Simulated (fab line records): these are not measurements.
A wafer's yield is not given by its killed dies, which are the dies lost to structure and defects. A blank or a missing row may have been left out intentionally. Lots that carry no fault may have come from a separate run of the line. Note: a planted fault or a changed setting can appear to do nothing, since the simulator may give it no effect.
2 desks looking at one fault + flow sfq_line + each desk has only its own numbers; what lay behind them comes last

FROM THE METROLOGY DESK
What the gauges read for every lot (on any tool): the sampled wafers with a number, averaged. A lot is out of limits, marked OUT, if its mean lies more than 4 standard deviations from the usual mean; the brackets give that distance.
Columns: A = M0_NB_RS at SFQ_M0_RS_MEAS_904, usual 0.893 ohm/sq; B = M0_OVL at SFQ_M0_OVL_MEAS_906, usual 0 nm
| lot  | first seen here | A     | B  |
|------|-----------------|-------|----|
| L723 | day 12 01:10    | 0.900 | -4 |
| L728 | day 13 02:49    | 0.893 | 2  |
| L735 | day 15 09:26    | 0.885 | 2  |
| L736 | day 15 13:02    | 0.899 | 8  |
| L737 | day 15 18:53    | 0.899 | -2 |
| L738 | day 16 01:00    | 0.891 | 4  |
This desk's finding: nothing out of limits on any of the 6 lots.

TOOL OWNER'S DESK, litho_track-04
The tool's own readings at SFQ_TRILAYER_M0_LITHO_PEB_024 (peb time 60 s): means of the sampled wafers that have a number, for each lot that ran on this tool. A lot is out of limits, marked OUT, if its mean lies more than 4 standard deviations from the usual mean; the brackets give that distance.
Columns: A = heater_power_total_W at SFQ_TRILAYER_M0_LITHO_PEB_024, usual 79.16 W
| lot  | first seen here | A                       |
|------|-----------------|-------------------------|
| L723 | day 17 03:31    | 79.19                   |
| L735 | day 21 08:34    | 86.49 (+99 or more) OUT |
| L736 | day 21 14:41    | 86.59 (+99 or more) OUT |
This desk's finding: out of limits on L735, L736; first on L735, day 21 08:34 (heater_power_total_W at SFQ_TRILAYER_M0_LITHO_PEB_024). In limits: L723.

ALL TOGETHER
The tool owner's desk could have raised an alarm at day 21 08:34, on L735, L736.
Metrology desk: nothing out of limits seen.
The metrology desk has L735, L736 on record, within its limits.
SFQ_TRILAYER_M0_LITHO_PEB_024 was run on litho_track-04 by each of the lots named.

WHAT HAD BEEN PUT IN BY THE SIMULATOR
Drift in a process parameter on litho_track-04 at SFQ_TRILAYER_M0_LITHO_PEB_024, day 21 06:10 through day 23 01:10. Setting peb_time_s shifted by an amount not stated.
Struck lots among those shown: L735, L736.
Time in hours from fault onset to the first out-of-limits reading at each desk: the tool owner's desk, 2.
